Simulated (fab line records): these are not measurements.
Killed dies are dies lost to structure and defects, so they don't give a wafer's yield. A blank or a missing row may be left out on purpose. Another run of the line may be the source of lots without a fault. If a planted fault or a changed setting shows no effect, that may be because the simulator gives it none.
The tool behind it: which one? | flow sky130 | 36 wafers from 12 lots sampled at 5 of the route's 708 steps

## WHAT THE GAUGES SHOWED, per wafer
Not one reading of a measure or inspect step in the record can be checked against a usual standard deviation.

## TOOL THAT RAN EACH LOT (tool first, then ch and the chambers of the sampled wafers, then the start)
lot  | SKY_LI_CONTACT_DEVELOP_11         | SKY_LI_CONTACT_STRIP_16              | SKY_LI_CONTACT_SPUTTER_19    | SKY_LOCAL_INTERCONNECT_SPUTTER_00 | SKY_PAD_OPEN_PROBE_99
L976 | litho track-01 ch 0, day 28 22:00 | plasma asher-01 ch 0,1, day 28 23:04 | pvd sputter-03, day 28 23:22 | pvd sputter-04, day 29 00:07      | prober-02, day 45 15:40
L978 | litho track-02 ch 0, day 29 22:00 | plasma asher-03 ch 0,1, day 29 23:11 | pvd sputter-02, day 29 23:30 | pvd sputter-04, day 30 00:14      | prober-01, day 46 07:02
L979 | litho track-01 ch 0, day 30 05:00 | plasma asher-03 ch 0,1, day 30 06:13 | pvd sputter-01, day 30 06:32 | pvd sputter-04, day 30 07:16      | prober-01, day 46 15:23
L980 | litho track-02 ch 0, day 30 07:00 | plasma asher-04 ch 0,1, day 30 07:50 | pvd sputter-03, day 30 08:10 | pvd sputter-02, day 30 08:54      | prober-02, day 46 16:50
L981 | litho track-01 ch 0, day 30 22:00 | plasma asher-01 ch 0,1, day 30 22:55 | pvd sputter-01, day 30 23:14 | pvd sputter-02, day 30 23:58      | prober-01, day 47 01:37
L984 | litho track-03 ch 0, day 31 22:00 | plasma asher-04 ch 0,1, day 31 22:58 | pvd sputter-01, day 31 23:15 | pvd sputter-04, day 32 00:01      | prober-02, day 47 21:19
L985 | litho track-02 ch 0, day 32 11:00 | plasma asher-01 ch 0,1, day 32 11:44 | pvd sputter-01, day 32 12:02 | pvd sputter-04, day 32 12:47      | prober-01, day 48 05:55
L990 | litho track-02 ch 0, day 33 23:00 | plasma asher-03 ch 0,1, day 34 00:11 | pvd sputter-03, day 34 00:29 | pvd sputter-04, day 34 01:14      | prober-02, day 49 10:26
L991 | litho track-03 ch 0, day 34 02:00 | plasma asher-03 ch 0,1, day 34 02:58 | pvd sputter-01, day 34 03:16 | pvd sputter-01, day 34 04:01      | prober-01, day 49 12:13
L992 | litho track-02 ch 0, day 34 13:00 | plasma asher-01 ch 0,1, day 34 13:44 | pvd sputter-02, day 34 14:02 | pvd sputter-04, day 34 14:47      | prober-02, day 49 18:15
L994 | litho track-02 ch 0, day 34 22:00 | plasma asher-04 ch 0,1, day 34 23:02 | pvd sputter-01, day 34 23:20 | pvd sputter-04, day 35 00:05      | prober-01, day 49 22:04
L999 | litho track-03 ch 0, day 36 16:00 | plasma asher-01 ch 0,1, day 36 16:31 | pvd sputter-01, day 36 16:48 | pvd sputter-02, day 36 17:33      | prober-01, day 50 22:28
- SKY_LI_CONTACT_DEVELOP_11: develop time 60 s.
- SKY_LI_CONTACT_STRIP_16: strips in O2/N2.
- SKY_LI_CONTACT_SPUTTER_19: material Ti, target thk 20 nm, time 106.37 s.
- SKY_LOCAL_INTERCONNECT_SPUTTER_00: material TiN, target thk 100 nm, time 83.3 s.
- SKY_PAD_OPEN_PROBE_99

## AS READ BY THE TOOLS THEMSELVES (means over the sampled wafers that have a number; for cases with no such wafer, the mark the record gives instead)
SKY_LI_CONTACT_DEVELOP_11. Usual: developer temp C reads 21.01 C (standard deviation 0.094).
lot  | tool           | developer temp C (C) | flag
L976 | litho track-01 | 21.01                |
L978 | litho track-02 | 21.09                |
L979 | litho track-01 | 21.01                |
L980 | litho track-02 | 21.07                |
L981 | litho track-01 | 21.08                |
L984 | litho track-03 | 20.98                |
L985 | litho track-02 | 20.93                |
L990 | litho track-02 | 23.18                | OFF
L991 | litho track-03 | 20.92                |
L992 | litho track-02 | 23.06                | OFF
L994 | litho track-02 | 23.08                | OFF
L999 | litho track-03 | 21.00                |

SKY_LI_CONTACT_STRIP_16. Usual: drypump motor current A 5.8 A, standard deviation 0.51; oes product au 0.376 a.u., standard deviation 0.0047; strip time to endpoint s 3.49 s, standard deviation 0.037.
lot  | tool            | drypump motor current A (A) | oes product au (a.u.) | strip time to endpoint s (s) | flag
L976 | plasma asher-01 | 6.0                         | 0.376                 | 3.52                         |
L978 | plasma asher-03 | 5.9                         | 0.375                 | 3.45                         |
L979 | plasma asher-03 | 5.9                         | 0.372                 | 3.51                         |
L980 | plasma asher-04 | 5.5                         | 0.380                 | 3.51                         |
L981 | plasma asher-01 | 6.0                         | 0.379                 | 3.48                         |
L984 | plasma asher-04 | 5.5                         | 0.375                 | 3.51                         |
L985 | plasma asher-01 | 6.0                         | 0.375                 | 3.53                         |
L990 | plasma asher-03 | 5.9                         | 0.375                 | 3.47                         |
L991 | plasma asher-03 | 6.2                         | 0.376                 | 3.51                         |
L992 | plasma asher-01 | 6.0                         | 0.375                 | 3.47                         |
L994 | plasma asher-04 | 5.6                         | 0.377                 | 3.47                         |
L999 | plasma asher-01 | 5.6                         | 0.378                 | 3.48                         |

SKY_LI_CONTACT_SPUTTER_19. Usual: substrate temp c 200.00 C, standard deviation 0.17; throttle valve pct 30.3 %, standard deviation 1.
lot  | tool           | substrate temp c (C) | throttle valve pct (%) | flag
L976 | pvd sputter-03 | 199.94               | 29.3                   |
L978 | pvd sputter-02 | 199.81               | 30.9                   |
L979 | pvd sputter-01 | 200.14               | 30.1                   |
L980 | pvd sputter-03 | 200.09               | 30.0                   |
L981 | pvd sputter-01 | 200.10               | 29.9                   |
L984 | pvd sputter-01 | 200.15               | 29.8                   |
L985 | pvd sputter-01 | 200.03               | 30.3                   |
L990 | pvd sputter-03 | 200.05               | 29.8                   |
L991 | pvd sputter-01 | 199.84               | 29.6                   |
L992 | pvd sputter-02 | 200.06               | 30.7                   |
L994 | pvd sputter-01 | 199.92               | 30.3                   |
L999 | pvd sputter-01 | 199.91               | 30.8                   |

SKY_LOCAL_INTERCONNECT_SPUTTER_00. Usual: substrate temp c 299.99 C, standard deviation 0.18; susceptor temp C 300.00 C, standard deviation 0.17; throttle valve pct 30.4 %, standard deviation 0.88.
lot  | tool           | substrate temp c (C) | susceptor temp C (C) | throttle valve pct (%) | flag
L976 | pvd sputter-04 | 300.07               | 299.79               | 30.5                   |
L978 | pvd sputter-04 | 299.97               | 300.01               | 30.0                   |
L979 | pvd sputter-04 | 299.93               | 300.24               | 30.4                   |
L980 | pvd sputter-02 | 300.07               | 300.01               | 30.7                   |
L981 | pvd sputter-02 | 300.00               | 300.23               | 31.2                   |
L984 | pvd sputter-04 | 299.76               | 300.05               | 30.6                   |
L985 | pvd sputter-04 | 300.05               | 300.06               | 30.7                   |
L990 | pvd sputter-04 | 299.88               | 299.93               | 30.6                   |
L991 | pvd sputter-01 | 300.23               | 300.09               | 30.2                   |
L992 | pvd sputter-04 | 299.97               | 299.96               | 30.1                   |
L994 | pvd sputter-04 | 299.73               | 300.04               | 30.9                   |
L999 | pvd sputter-02 | 299.98               | 300.13               | 30.7                   |

SKY_PAD_OPEN_PROBE_99. Usual: killed_at_M0_to_M3 44, standard deviation 7.3; killed_at_M4_up 3.5, standard deviation 1.8; killed at contacts 24, standard deviation 5.8; killed at front end 16, standard deviation 4.3; killed at other 0.5, standard deviation 0.68; killed dies 88, standard deviation 9.4; killed on rim 17, standard deviation 3.7; killed open 48, standard deviation 6.8; killed short 40, standard deviation 6.1.
lot  | tool      | killed_at_M0_to_M3 | killed_at_M4_up | killed at contacts | killed at front end | killed at other | killed dies | killed on rim | killed open | killed short | flag
L976 | prober-02 | 45                 | 3.3             | 27                 | 13                  | 0.3             | 89          | 19            | 47          | 41           |
L978 | prober-01 | 40                 | 3.3             | 30                 | 11                  | 0.7             | 85          | 19            | 43          | 42           |
L979 | prober-01 | 44                 | 4.0             | 19                 | 18                  | 0.0             | 86          | 17            | 48          | 37           |
L980 | prober-02 | 41                 | 2.7             | 27                 | 14                  | 0.7             | 86          | 18            | 46          | 39           |
L981 | prober-01 | 37                 | 3.0             | 21                 | 14                  | 0.7             | 76          | 16            | 44          | 32           |
L984 | prober-02 | 41                 | 3.3             | 20                 | 17                  | 0.7             | 82          | 14            | 45          | 38           |
L985 | prober-01 | 52                 | 3.0             | 23                 | 17                  | 0.0             | 95          | 18            | 49          | 45           |
L990 | prober-02 | 41                 | 7.7             | 24                 | 15                  | 0.0             | 88          | 20            | 46          | 41           |
L991 | prober-01 | 39                 | 3.0             | 21                 | 22                  | 0.3             | 86          | 14            | 47          | 38           |
L992 | prober-02 | 45                 | 3.3             | 21                 | 15                  | 1.0             | 86          | 15            | 46          | 39           |
L994 | prober-01 | 40                 | 2.7             | 21                 | 21                  | 0.3             | 85          | 16            | 46          | 38           |
L999 | prober-01 | 37                 | 3.3             | 28                 | 13                  | 0.0             | 81          | 17            | 44          | 37           |

## THE ANSWER, worked out from the rows above alone
Rule: a lot counts as off when the mean over its wafers that have a number is more than 3 standard deviations away from the usual mean. Also off: a lot with no number at a reading for which 4 or more lots have one. Any other lot the step has rows for is counted as sound. The gauges are gone through in route order, then the tools' own readings, and for those a lot's mean is taken as printed above. At the first step where some lot is off, the reading lying furthest off is the one used; lots without a number count as furthest.
Off: L990, L992, L994, at SKY_LI_CONTACT_DEVELOP_11 (developer temp C).
A tool fits if, at that step or a process step before it, it ran every lot that is off, and no sound lot after the first of them. One fits: SKY_LI_CONTACT_DEVELOP_11 on litho track-02. Its last sound lot is L985 (day 32 11:00), its first lot that is off L990 (day 33 23:00): a fault that began between those two fits.
The tool's own readings at SKY_LI_CONTACT_DEVELOP_11 bear it out: on the lots that are off they differ by more than 5 times the standard deviation of the sound lots' means. developer temp C reads 23.11 C there against 21.01 C on the sound lots.

## WHAT THE SIMULATOR HAD PUT IN
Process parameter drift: litho track-02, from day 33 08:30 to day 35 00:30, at SKY_LI_CONTACT_DEVELOP_11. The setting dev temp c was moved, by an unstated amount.
Shown lots that were struck: L990, L992, L994. The rule given above showed the same thing.
